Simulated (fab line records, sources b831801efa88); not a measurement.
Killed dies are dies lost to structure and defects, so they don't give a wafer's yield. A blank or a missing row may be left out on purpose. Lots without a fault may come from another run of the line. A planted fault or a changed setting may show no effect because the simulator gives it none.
Chamber matching | flow gf180mcu | GF_CONTACT_CMP_27 on cmp-01: 4 sister chambers
The step polishes, stops on SiO2, t overpolish 15 s, target thk 0 nm. 24 wafers are shown with their chamber, then 12 later ones without.

WAFERS WITH THEIR CHAMBER
wafer  | chamber | motor_current_A (A) | time_to_endpoint_s (s) | overpolish_run_s (s)
L074.1 | 1       | 10.7                | 70                     | 15.011
L074.3 | 0       | 11.1                | 75                     | 14.989
L074.4 | 3       | 11.7                | 85                     | 14.994
L077.2 | 2       | 11.4                | 72                     | 15.009
L077.4 | 3       | 12.0                | 78                     | 15.004
L077.5 | 1       | 10.7                | 68                     | 15.000
L081.2 | 2       | 10.7                | 73                     | 15.007
L081.3 | 0       | 11.5                | 72                     | 15.000
L081.6 | 3       | 11.6                | 77                     | 14.995
L082.1 | 2       | 11.1                | 78                     | 14.993
L082.2 | 0       | 11.5                | 74                     | 15.016
L082.4 | 1       | 10.1                | 71                     | 14.997
L083.2 | 3       | 11.6                | 79                     | 14.996
L083.5 | 1       | 9.9                 | 72                     | 15.000
L083.6 | 0       | 10.9                | 73                     | 14.985
L085.3 | 2       | 10.6                | 74                     | 14.997
L085.4 | 1       | 10.1                | 67                     | 14.998
L085.6 | 3       | 11.7                | 80                     | 14.997
L089.1 | 0       | 11.5                | 69                     | 14.983
L089.2 | 2       | 10.9                | 71                     | 15.008
L089.4 | 1       | 10.4                | 67                     | 14.994
L090.2 | 2       | 10.8                | 73                     | 15.002
L090.5 | 1       | 9.9                 | 70                     | 15.002
L090.6 | 0       | 11.5                | 70                     | 14.994

SIGNATURES (means of the wafers above)
reading            | chamber 0 | chamber 1 | chamber 2 | chamber 3 | scatter within a chamber
motor_current_A    | 11.333    | 10.257    | 10.917    | 11.720    | 0.283
time_to_endpoint_s | 72.17     | 69.29     | 73.50     | 79.80     | 2.43
overpolish_run_s   | 14.99450  | 15.00029  | 15.00267  | 14.99720  | 0.00773
Rule: a wafer's distance from a chamber is the root of the sum, over the readings, of the square of ((its reading less the chamber's mean) divided by the reading's scatter). The wafer belongs to the nearest chamber; if the next one is less than 2 further off, it can't be placed. The scatter: the root of (the sum of the squares of (reading less its chamber's mean) over the shown wafers, divided by (wafers less chambers)).

WAFERS WITHOUT THEIR CHAMBER
wafer  | motor_current_A (A) | time_to_endpoint_s (s) | overpolish_run_s (s)
L091.1 | 10.0                | 70                     | 15.001
L091.2 | 11.0                | 73                     | 14.996
L091.6 | 12.5                | 83                     | 15.010
L092.4 | 10.7                | 77                     | 14.993
L092.5 | 11.8                | 76                     | 14.991
L092.6 | 10.0                | 71                     | 15.008
L094.2 | 12.0                | 80                     | 14.997
L094.4 | 11.0                | 76                     | 14.991
L094.6 | 11.8                | 79                     | 14.999
L096.4 | 10.9                | 69                     | 14.998
L096.5 | 9.7                 | 65                     | 15.015
L096.6 | 11.3                | 68                     | 14.986

WHICH CHAMBER EACH WENT THROUGH
wafer  | from the rows above               | in truth
L091.1 | 1                                 | 1
L091.2 | can't be placed: 2 or 0           | 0
L091.6 | 3                                 | 3
L092.4 | can't be placed: 2 or 0 or 1 or 3 | 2
L092.5 | can't be placed: 3 or 0 or 2      | 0
L092.6 | can't be placed: 1 or 2           | 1
L094.2 | 3                                 | 3
L094.4 | can't be placed: 2 or 0 or 3      | 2
L094.6 | 3                                 | 3
L096.4 | can't be placed: 2 or 0 or 1      | 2
L096.5 | 1                                 | 1
L096.6 | can't be placed: 0 or 2           | 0
Placed correctly: 5 of 12. Can't be placed from these rows: 7 (the true chamber is among the candidates in 7). Placed wrongly: 0.
